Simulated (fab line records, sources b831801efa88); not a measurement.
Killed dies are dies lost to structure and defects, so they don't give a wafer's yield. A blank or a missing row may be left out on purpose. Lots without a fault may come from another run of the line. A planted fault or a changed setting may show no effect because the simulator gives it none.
Which tool did it? | flow sfq_line | 15 lots, 45 wafers sampled, at 3 steps of a route of 325

WHAT THE GAUGES READ, wafer by wafer
SFQ_M5_OVL_MEAS_932.
lot  | measured     | on         | M5_OVL (nm)
L293 | day 51 07:31 | overlay-02 | -8 -4 -1
L294 | day 51 08:43 | overlay-02 | 3 2 9
L295 | day 65 09:19 | overlay-02 | 6 -2 0
L298 | day 66 06:54 | overlay-02 | 8 5 -3
L299 | day 66 08:06 | overlay-02 | -7 -4 -5
L300 | day 66 16:30 | overlay-02 | -2 5 1
L303 | day 67 10:37 | overlay-02 | -4 3 0
L304 | day 67 11:48 | overlay-02 | -3 -7 -4
L306 | day 67 22:44 | overlay-01 | -4 -12 -11
L307 | day 67 20:20 | overlay-02 | -7 -3 -1
L310 | day 68 10:44 | overlay-02 | - - -
L311 | day 69 04:45 | overlay-02 | - - -
L312 | day 69 11:57 | overlay-02 | - - -
L314 | day 73 06:10 | overlay-02 | 8 12 6
L315 | day 73 10:57 | overlay-01 | 9 3 2

WHICH TOOL RAN EACH LOT (tool, then ch and the chambers of the sampled wafers, then the start)
lot  | SFQ_TRILAYER_M4_STRIP_STRIP_097   | SFQ_TRILAYER_JJ_CE_LITHO_DEVELOP_116
L293 | rie_metal-01 ch 1, day 49 22:05   | litho_track-03 ch 0, day 50 21:41
L294 | rie_metal-01 ch 0,1, day 50 00:29 | litho_track-03 ch 0, day 51 00:04
L295 | rie_metal-02 ch 0,1, day 50 01:49 | litho_track-04 ch 0, day 60 16:35
L298 | rie_metal-03 ch 0,1, day 51 11:20 | litho_track-02 ch 0, day 61 11:39
L299 | rie_metal-01 ch 0,1, day 51 12:32 | litho_track-04 ch 0, day 61 12:51
L300 | rie_metal-03 ch 0,1, day 61 08:31 | litho_track-04 ch 0, day 61 20:31
L303 | rie_metal-01 ch 0,1, day 62 01:46 | litho_track-03 ch 0, day 62 23:24
L304 | rie_metal-02 ch 0,1, day 62 02:46 | litho_track-03 ch 0, day 63 01:46
L306 | rie_metal-01 ch 0,1, day 62 07:46 | litho_track-02 ch 0, day 63 12:36
L307 | rie_metal-01 ch 0,1, day 62 09:58 | litho_track-04 ch 0, day 63 10:09
L310 | rie_metal-03 ch 0, day 62 15:58   | litho_track-03, day 63 19:45
L311 | rie_metal-01 ch 0, day 62 18:34   | litho_track-02, day 64 05:53
L312 | rie_metal-03 ch 0, day 62 20:46   | litho_track-03, day 64 10:41
L314 | rie_metal-03 ch 0,1, day 63 03:58 | litho_track-04 ch 0, day 68 13:34
L315 | rie_metal-02 ch 0,1, day 63 05:10 | litho_track-04 ch 0, day 68 17:08
- SFQ_TRILAYER_M4_STRIP_STRIP_097: strips in O2.
- SFQ_TRILAYER_JJ_CE_LITHO_DEVELOP_116: time 60 s.

WHAT THE TOOLS THEMSELVES READ (means of the sampled wafers that have a number; where no wafer has one, the mark that the record gives instead)
SFQ_TRILAYER_M4_STRIP_STRIP_097.
lot  | tool         | drypump_motor_current_A (A) | oes_product_au (a.u.) | platen_temp_c (C)
L293 | rie_metal-01 | 6.08                        | 0.986                 | 40.14
L294 | rie_metal-01 | 5.99                        | 1.008                 | 40.08
L295 | rie_metal-02 | 6.01                        | 1.009                 | 40.06
L298 | rie_metal-03 | 6.31                        | 0.996                 | 39.99
L299 | rie_metal-01 | 6.02                        | 0.998                 | 39.91
L300 | rie_metal-03 | 6.01                        | 0.999                 | 39.98
L303 | rie_metal-01 | 6.04                        | 0.994                 | 39.99
L304 | rie_metal-02 | 6.14                        | 1.018                 | 40.14
L306 | rie_metal-01 | 6.04                        | 0.993                 | 40.07
L307 | rie_metal-01 | 5.99                        | 0.997                 | 39.96
L310 | rie_metal-03 | 6.61                        | 0.990                 | 40.05
L311 | rie_metal-01 | 5.95                        | 0.999                 | 40.03
L312 | rie_metal-03 | 6.59                        | 0.990                 | 39.86
L314 | rie_metal-03 | 6.32                        | 0.994                 | 39.98
L315 | rie_metal-02 | 6.14                        | 1.021                 | 39.87

SFQ_TRILAYER_JJ_CE_LITHO_DEVELOP_116.
lot  | tool           | chill_plate_temp_C (C) | exhaust_pa (Pa)
L293 | litho_track-03 | 22.93                  | 44.4
L294 | litho_track-03 | 22.97                  | 46.1
L295 | litho_track-04 | 22.98                  | 44.4
L298 | litho_track-02 | 22.99                  | 44.5
L299 | litho_track-04 | 23.10                  | 46.9
L300 | litho_track-04 | 23.10                  | 44.1
L303 | litho_track-03 | 23.06                  | 45.9
L304 | litho_track-03 | 23.05                  | 44.2
L306 | litho_track-02 | 23.02                  | 46.2
L307 | litho_track-04 | 23.00                  | 44.5
L310 | litho_track-03 | -                      | -
L311 | litho_track-02 | -                      | -
L312 | litho_track-03 | -                      | -
L314 | litho_track-04 | 22.98                  | 45.2
L315 | litho_track-04 | 23.06                  | 43.9

THE ANSWER, worked out from the rows above alone
Rule: what is usual is taken from the lots themselves. Put in order of their means at a reading, lots are off if they are a third of the lots or fewer, leave a main group of 4 or more, and stand apart from it by a gap of 3 or more times the standard deviation of the main group's means; of several such gaps the widest counts. A main group whose means are all the same, to the digits that the tables above print for the reading, isn't used. A lot without any number at a reading at which 4 lots or more have one is off too. The other lots that the step has rows for count as sound. The gauges are gone through in route order, then the tools' own readings, and for those a lot's mean is taken as printed above. The first step at which some lot is off is used, and at that step the reading that is off furthest; a lot without a number counts as furthest.
Off: L310, L311, L312, at SFQ_M5_OVL_MEAS_932 (M5_OVL). Without a number there: L310, L311, L312. The main group: mean -0 nm, standard deviation 5.
A tool fits if, at a process step before that reading, it ran every lot that is off, and no sound lot after the first of them. The gauges at SFQ_M5_OVL_MEAS_932 aren't tried: what is off there is off at SFQ_TRILAYER_JJ_CE_LITHO_DEVELOP_116 too, on other tools, and a gauge's error can't cause that. None of those tried fits.

WHAT THE SIMULATOR HAD PUT IN
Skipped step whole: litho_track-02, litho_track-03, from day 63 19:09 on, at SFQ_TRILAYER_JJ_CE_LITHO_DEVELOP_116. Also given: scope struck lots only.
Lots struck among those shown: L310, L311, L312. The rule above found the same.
